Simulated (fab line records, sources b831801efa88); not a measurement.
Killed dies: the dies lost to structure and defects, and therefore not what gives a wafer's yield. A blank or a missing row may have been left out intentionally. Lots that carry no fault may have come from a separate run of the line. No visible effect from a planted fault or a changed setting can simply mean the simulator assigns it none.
Matching of chambers + flow sky130 + pecvd-01 running SKY_CAPM_CVD_00: 3 sister chambers
The step deposits SiO2, target thk 15.5 nm. 5 wafers are shown with their chamber, then 6 later ones without.

== WAFERS PAIRED WITH THEIR CHAMBERS ==
| wafer  | chamber | heater power w (W) |
|--------|---------|--------------------|
| L521.6 | 0       | 640                |
| L527.4 | 2       | 717                |
| L530.1 | 2       | 609                |
| L530.2 | 1       | 845                |
| L530.5 | 1       | 835                |

== WAFERS MISSING THEIR CHAMBER ==
| wafer  | heater power w (W) |
|--------|--------------------|
| L534.2 | 665                |
| L534.3 | 758                |
| L534.4 | 696                |
| L537.2 | 800                |
| L537.3 | 748                |
| L537.4 | 830                |

== WHICH CHAMBER EACH ONE RAN IN ==
| wafer  | from the rows above          | in truth |
|--------|------------------------------|----------|
| L534.2 | can't be placed: 2 or 0      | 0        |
| L534.3 | can't be placed: 1 or 2 or 0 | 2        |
| L534.4 | can't be placed: 2 or 0      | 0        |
| L537.2 | can't be placed: 1 or 2      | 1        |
| L537.3 | can't be placed: 2 or 1 or 0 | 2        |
| L537.4 | 1                            | 1        |
Correctly placed: 1 of 6. Not placeable from these rows: 5 (in 5, the candidates include the true chamber). 0 placed wrongly.
How it was worked out, from the rows above alone: a wafer's distance from a chamber is the root of the sum, over the readings, of the square of ((its reading less the chamber's mean) divided by the reading's scatter). The wafer belongs to the nearest chamber; if the next one is less than 2 further off, it can't be placed. For every chamber, the mean is computed from those of its wafers that are shown. How the scatter is found: for the shown wafers, subtract from each reading the mean of its chamber, square and add these, divide the total by (wafers less chambers), then take the root.
